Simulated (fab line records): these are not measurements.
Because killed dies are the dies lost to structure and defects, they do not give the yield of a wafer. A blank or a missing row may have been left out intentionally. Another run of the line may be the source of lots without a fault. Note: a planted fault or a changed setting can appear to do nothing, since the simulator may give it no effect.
Matching of chambers :: flow gf180mcu :: 4 sister chambers for GF_V3_ETCH_16 on rie-diel-02
The step etches BARC in N2/H2. 8 wafers are shown with their chamber, then 11 later ones without.

== WAFERS PAIRED WITH THEIR CHAMBERS ==
wafer: L086.5
chamber: 1
drypump-motor-current-A (A): 5.68
oes-product-au (a.u.): 0.862

wafer: L087.1
chamber: 0
drypump-motor-current-A (A): 6.06
oes-product-au (a.u.): 0.845

wafer: L087.5
chamber: 1
drypump-motor-current-A (A): 5.66
oes-product-au (a.u.): 0.852

wafer: L087.6
chamber: 0
drypump-motor-current-A (A): 6.09
oes-product-au (a.u.): 0.858

wafer: L090.3
chamber: 3
drypump-motor-current-A (A): 6.20
oes-product-au (a.u.): 0.859

wafer: L090.5
chamber: 3
drypump-motor-current-A (A): 6.18
oes-product-au (a.u.): 0.863

wafer: L090.6
chamber: 2
drypump-motor-current-A (A): 5.75
oes-product-au (a.u.): 0.859

wafer: L092.3
chamber: 2
drypump-motor-current-A (A): 5.76
oes-product-au (a.u.): 0.849

== WAFERS WHOSE CHAMBER IS MISSING ==
wafer: L092.4
drypump-motor-current-A (A): 6.09
oes-product-au (a.u.): 0.848

wafer: L092.6
drypump-motor-current-A (A): 6.19
oes-product-au (a.u.): 0.862

wafer: L094.2
drypump-motor-current-A (A): 6.06
oes-product-au (a.u.): 0.858

wafer: L094.5
drypump-motor-current-A (A): 5.73
oes-product-au (a.u.): 0.860

wafer: L094.6
drypump-motor-current-A (A): 6.18
oes-product-au (a.u.): 0.860

wafer: L095.2
drypump-motor-current-A (A): 6.07
oes-product-au (a.u.): 0.853

wafer: L095.5
drypump-motor-current-A (A): 6.06
oes-product-au (a.u.): 0.851

wafer: L095.6
drypump-motor-current-A (A): 6.18
oes-product-au (a.u.): 0.858

wafer: L097.1
drypump-motor-current-A (A): 5.67
oes-product-au (a.u.): 0.861

wafer: L097.4
drypump-motor-current-A (A): 5.68
oes-product-au (a.u.): 0.854

wafer: L097.5
drypump-motor-current-A (A): 6.19
oes-product-au (a.u.): 0.851

== CHAMBER TAKEN BY EACH ==
wafer: L092.4
from the rows above: 0
in truth: 0

wafer: L092.6
from the rows above: 3
in truth: 3

wafer: L094.2
from the rows above: 0
in truth: 0

wafer: L094.5
from the rows above: 2
in truth: 2

wafer: L094.6
from the rows above: 3
in truth: 3

wafer: L095.2
from the rows above: 0
in truth: 0

wafer: L095.5
from the rows above: 0
in truth: 0

wafer: L095.6
from the rows above: 3
in truth: 3

wafer: L097.1
from the rows above: 1
in truth: 1

wafer: L097.4
from the rows above: 1
in truth: 1

wafer: L097.5
from the rows above: 3
in truth: 3
Correctly placed: 11 of 11. Number that these rows cannot place: 0. Wrongly placed: 0.
How it was worked out, from the rows above alone: a wafer's distance from a chamber is the root of the sum, over the readings, of the square of ((its reading less the chamber's mean) divided by the reading's scatter). The wafer belongs to the nearest chamber; if the next one is less than 2 further off, it can't be placed. A chamber's mean is the mean of its shown wafers. The scatter: take each reading less its chamber's mean, square it, sum over the shown wafers, divide by the number of wafers less the number of chambers, and take the root.
